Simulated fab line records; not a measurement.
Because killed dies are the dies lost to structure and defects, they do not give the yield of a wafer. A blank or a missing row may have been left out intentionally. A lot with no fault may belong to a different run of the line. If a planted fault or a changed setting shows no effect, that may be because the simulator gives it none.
Split-lot study	flow sky130	5 lots, 23 wafers read, on a route of 708 steps

THE SPLIT ITSELF
At SKY_CAP2M_METAL_ETCH_13 (etches TiN in Cl2/BCl3, stops on SiO2, target depth 220 nm, time 62.9 s), the setting icpW was moved away from the recipe's 900 W on 11 of the 23 wafers read, by -9.8% to +10.7%. The other wafers ran this setting at the recipe's value.

The reading is taken at the split's own step.

THE READING
NOVOLAK_of_CAP2M_COAT_07.thkNm (the simulator's own value, which no gauge read), in nm, at SKY_CAP2M_METAL_ETCH_13 (etches TiN in Cl2/BCl3, stops on SiO2, target depth 220 nm, time 62.9 s). There is no usual value for it anywhere in the file. Across the 12 wafers here that went through the recipe, the average is 998.0 nm and the standard deviation 2.9 nm.

wafer	tool, chamber at the split	icpW as run, W	against the recipe	NOVOLAK_of_CAP2M_COAT_07.thkNm, nm	against lot-mates on the recipe
L074.1	rieMetal-04, 1	900	recipe	997.9	-
L074.2	rieMetal-04, 0	900	recipe	1004	-
L074.3	rieMetal-04, 0	900	recipe	1000	-
L074.5	rieMetal-04, 0	861.3	-4.3%	1005	+4.4
L074.6	rieMetal-04, 1	861.3	-4.3%	1003	+2.4
L077.1	rieMetal-03, 0	811.9	-9.8%	1012	+17.0
L077.2	rieMetal-03, 1	811.9	-9.8%	1010	+15.0
L077.3	rieMetal-03, 0	900	recipe	997.1	-
L077.4	rieMetal-03, 1	900	recipe	992.9	-
L077.5	rieMetal-03, 1	811.9	-9.8%	1005	+10.0
L079.2	rieMetal-03, 0	900	recipe	995.9	-
L079.3	rieMetal-03, 1	900	recipe	993.8	-
L079.4	rieMetal-03, 0	847.1	-5.9%	1004	+9.2
L079.5	rieMetal-03, 0	847.1	-5.9%	1003	+8.2
L079.6	rieMetal-03, 1	847.1	-5.9%	1002	+7.2
L080.1	rieMetal-04, 0	900	recipe	998.5	-
L080.2	rieMetal-04, 1	900	recipe	1000	-
L080.3	rieMetal-04, 0	996.3	+10.7%	989.2	-10.0
L080.4	rieMetal-04, 1	996.3	+10.7%	984.7	-14.5
L080.5	rieMetal-04, 0	996.3	+10.7%	989.4	-9.9
L082.4	rieMetal-02, 1	900	recipe	999.9	-
L082.5	rieMetal-02, 1	900	recipe	997	-
L082.6	rieMetal-02, 0	900	recipe	999.4	-

THE FIT
A straight line over all 23 wafers: NOVOLAK_of_CAP2M_COAT_07.thkNm changes by -1.02 nm for each +1% of icpW; r = -0.91; the points scatter about the line by 2.7 nm.
The same after taking each lot's own level away (the mean of its wafers on the recipe; 23 wafers): -1.22 nm for each +1%; r = -0.96; scatter 2.2 nm.
Per that fit: largest icpW move, reading shift of 13 nm.
The lots' own levels span 994.85 to 1000.63 nm, that is 2.0 times the standard deviation above.
Hence the slope depends on the lot-to-lot level, as the two fits are not the same.
Check: -13.4 nm against its lot-mates is what the line predicts for one of the wafers moved furthest among these (+10.7%) when that wafer is left out of the fit. It came out at -10 nm against them.

ADDITIONAL SPLITS CARRIED BY THESE WAFERS
Other splits were also applied to these wafers ahead of the reading. Each is held against what the fit with the lots' levels taken away leaves over:
other split on the same wafers	wafers away from the commonest value	r with NOVOLAK_of_CAP2M_COAT_07.thkNm (lot level and that fit taken away)
SKY_CAPM_SOFTBAKE_08 tempC	11	+0.17
SKY_VIA3_HDPCVD_00 sih4FlowSccm	6	+0.14
SKY_VIA3_SPUTTER_20 timeS	10	-0.11

THE WHOLE CHAIN: every reading that the file lists as answering this split, in the file's order
step	what it does	reading	change (the file's fit)	r (the file's)
SKY_CAP2M_METAL_ETCH_13	etches TiN in Cl2/BCl3, stops on SiO2, target depth 220 nm, time 62.9 s	NOVOLAK_of_CAP2M_COAT_07.thkNm (the simulator's own value, which no gauge read)	-1.24 nm for each +1% of the setting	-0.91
SKY_CAP2M_STRIP_14	strips in O2/N2	stripTimeToEndpointS	withheld for each +1% of the setting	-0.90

FILE'S OWN FIT
NOVOLAK_of_CAP2M_COAT_07.thkNm changes by -1.24 nm for each +1% of icpW, r = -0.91.
